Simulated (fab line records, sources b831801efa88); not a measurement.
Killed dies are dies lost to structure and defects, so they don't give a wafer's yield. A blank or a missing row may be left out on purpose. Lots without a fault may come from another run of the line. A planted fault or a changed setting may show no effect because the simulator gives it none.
Which tool did it? | flow sky130 | 11 lots, 33 wafers sampled, at 5 steps of a route of 708

WHAT THE GAUGES READ, wafer by wafer
SKY_VIA1_OVL_MEAS_13.
lot  | measured     | on         | VIA1_OVL (nm)
L721 | day 34 01:59 | overlay-01 | -17 -18 -16
L723 | day 35 02:59 | overlay-02 | -13 -14 -6
L724 | day 35 06:33 | overlay-02 | 3 4 1
L727 | day 36 02:23 | overlay-01 | 4 2 2
L729 | day 37 02:05 | overlay-02 | -12 -11 -9
L730 | day 37 02:26 | overlay-01 | -9 -12 -9
L732 | day 37 19:17 | overlay-01 | -4 -6 -4
L739 | day 39 16:50 | overlay-02 | 2 -6 0
L741 | day 40 04:02 | overlay-01 | 1 -7 -4
L743 | day 40 16:03 | overlay-01 | 5 -8 0
L744 | day 41 01:54 | overlay-01 | -2 -6 -9

SKY_VIA1_RS_MEAS_22: measures by four-point-probe.
lot  | measured     | on            | VIA1_W_RS (ohm/sq)
L721 | day 34 02:51 | film_metro-02 | 0.424 0.425 0.426
L723 | day 35 03:59 | film_metro-01 | 0.431 0.426 0.433
L724 | day 35 07:28 | film_metro-01 | 0.422 0.424 0.423
L727 | day 36 03:16 | film_metro-01 | 0.425 0.426 0.428
L729 | day 37 02:59 | film_metro-04 | 0.431 0.429 0.422
L730 | day 37 03:20 | film_metro-02 | 0.428 0.430 0.429
L732 | day 37 20:12 | film_metro-01 | 0.427 0.433 0.429
L739 | day 39 17:44 | film_metro-02 | 0.432 0.435 0.431
L741 | day 40 04:55 | film_metro-02 | 0.417 0.610 0.421
L743 | day 40 16:57 | film_metro-02 | 0.435 0.433 0.434
L744 | day 41 02:48 | film_metro-04 | 0.429 0.429 0.437

SKY_VIA1_THK_MEAS_23: measures by xrf.
lot  | measured     | on            | VIA1_W_THK (nm)
L721 | day 34 02:58 | film_metro-02 | 283 282 282
L723 | day 35 04:06 | film_metro-01 | 280 286 279
L724 | day 35 07:33 | film_metro-01 | 286 285 284
L727 | day 36 03:23 | film_metro-01 | 284 283 282
L729 | day 37 03:05 | film_metro-04 | 279 281 287
L730 | day 37 03:28 | film_metro-02 | 282 282 283
L732 | day 37 20:19 | film_metro-01 | 280 276 278
L739 | day 39 17:52 | film_metro-02 | 279 275 277
L741 | day 40 05:02 | film_metro-02 | 288 197 285
L743 | day 40 17:03 | film_metro-02 | 276 277 276
L744 | day 41 02:54 | film_metro-04 | 284 283 277

WHICH TOOL RAN EACH LOT (tool, then ch and the chambers of the sampled wafers, then the start)
lot  | SKY_METAL1_STRIP_20                  | SKY_VIA1_CVD_21
L721 | plasma_asher-02 ch 0,1, day 32 21:57 | cvd_w-02 ch 0,1, day 34 02:46
L723 | plasma_asher-02 ch 0,1, day 33 23:36 | cvd_w-02 ch 0, day 35 03:48
L724 | plasma_asher-03 ch 0,1, day 34 02:56 | cvd_w-01 ch 0,1, day 35 07:20
L727 | plasma_asher-04 ch 0,1, day 34 23:06 | cvd_w-01 ch 0,1, day 36 03:10
L729 | plasma_asher-03 ch 0,1, day 35 22:57 | cvd_w-01 ch 0,1, day 37 02:52
L730 | plasma_asher-03 ch 0,1, day 35 23:55 | cvd_w-02 ch 0,1, day 37 03:15
L732 | plasma_asher-04 ch 0,1, day 36 16:43 | cvd_w-02 ch 0, day 37 20:07
L739 | plasma_asher-04 ch 0,1, day 38 14:33 | cvd_w-01 ch 0,1, day 39 17:39
L741 | plasma_asher-04 ch 0,1, day 39 01:40 | cvd_w-02 ch 0,1, day 40 04:49
L743 | plasma_asher-04 ch 0,1, day 39 13:08 | cvd_w-01 ch 0,1, day 40 16:51
L744 | plasma_asher-03 ch 0,1, day 39 22:44 | cvd_w-01 ch 0,1, day 41 02:41
- SKY_METAL1_STRIP_20: strips in O2/N2.
- SKY_VIA1_CVD_21: deposits W, target thk 270 nm, time 80.902 s.

WHAT THE TOOLS THEMSELVES READ (means of the sampled wafers that have a number; where no wafer has one, the mark that the record gives instead)
SKY_METAL1_STRIP_20.
lot  | tool            | drypump_motor_current_A (A) | oes_product_au (a.u.) | strip_time_to_endpoint_s (s)
L721 | plasma_asher-02 | 5.6                         | 0.339                 | 2.68
L723 | plasma_asher-02 | 5.8                         | 0.343                 | 2.67
L724 | plasma_asher-03 | 5.3                         | 0.341                 | 2.66
L727 | plasma_asher-04 | 5.2                         | 0.343                 | 2.68
L729 | plasma_asher-03 | 5.3                         | 0.344                 | 2.69
L730 | plasma_asher-03 | 5.3                         | 0.342                 | 2.75
L732 | plasma_asher-04 | 5.4                         | 0.346                 | 2.73
L739 | plasma_asher-04 | 5.4                         | 0.339                 | 2.68
L741 | plasma_asher-04 | 5.5                         | 0.345                 | 2.68
L743 | plasma_asher-04 | 5.4                         | 0.344                 | 2.67
L744 | plasma_asher-03 | 5.4                         | 0.346                 | 2.76

SKY_VIA1_CVD_21.
lot  | tool     | heater_power_w (W)
L721 | cvd_w-02 | 957
L723 | cvd_w-02 | 892
L724 | cvd_w-01 | 875
L727 | cvd_w-01 | 868
L729 | cvd_w-01 | 866
L730 | cvd_w-02 | 920
L732 | cvd_w-02 | 898
L739 | cvd_w-01 | 849
L741 | cvd_w-02 | 951
L743 | cvd_w-01 | 840
L744 | cvd_w-01 | 838

THE ANSWER, worked out from the rows above alone
Rule: what is usual is taken from the lots themselves. Put in order of their means at a reading, lots are off if they are a third of the lots or fewer, leave a main group of 4 or more, and stand apart from it by a gap of 3 or more times the standard deviation of the main group's means; of several such gaps the widest counts. A main group whose means are all the same, to the digits that the tables above print for the reading, isn't used. A lot without any number at a reading at which 4 lots or more have one is off too. The other lots that the step has rows for count as sound. The gauges are gone through in route order, then the tools' own readings, and for those a lot's mean is taken as printed above. The first step at which some lot is off is used, and at that step the reading that is off furthest; a lot without a number counts as furthest.
Off: L741, at SKY_VIA1_RS_MEAS_22 (VIA1_W_RS). The main group: mean 0.429 ohm/sq, standard deviation 0.0033.
A tool fits if, at a process step before that reading, it ran every lot that is off, and no sound lot after the first of them. The gauges at SKY_VIA1_RS_MEAS_22 are tried like those tools. One fits: cvd_w-02 at SKY_VIA1_CVD_21. Its last sound lot is L732 (day 37 20:07), its first lot that is off L741 (day 40 04:49): a fault that began between those two fits.

WHAT THE SIMULATOR HAD PUT IN
Process parameter drift: cvd_w-02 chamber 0, from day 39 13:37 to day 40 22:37, at SKY_VIA1_CVD_21. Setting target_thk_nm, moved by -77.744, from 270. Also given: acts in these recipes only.
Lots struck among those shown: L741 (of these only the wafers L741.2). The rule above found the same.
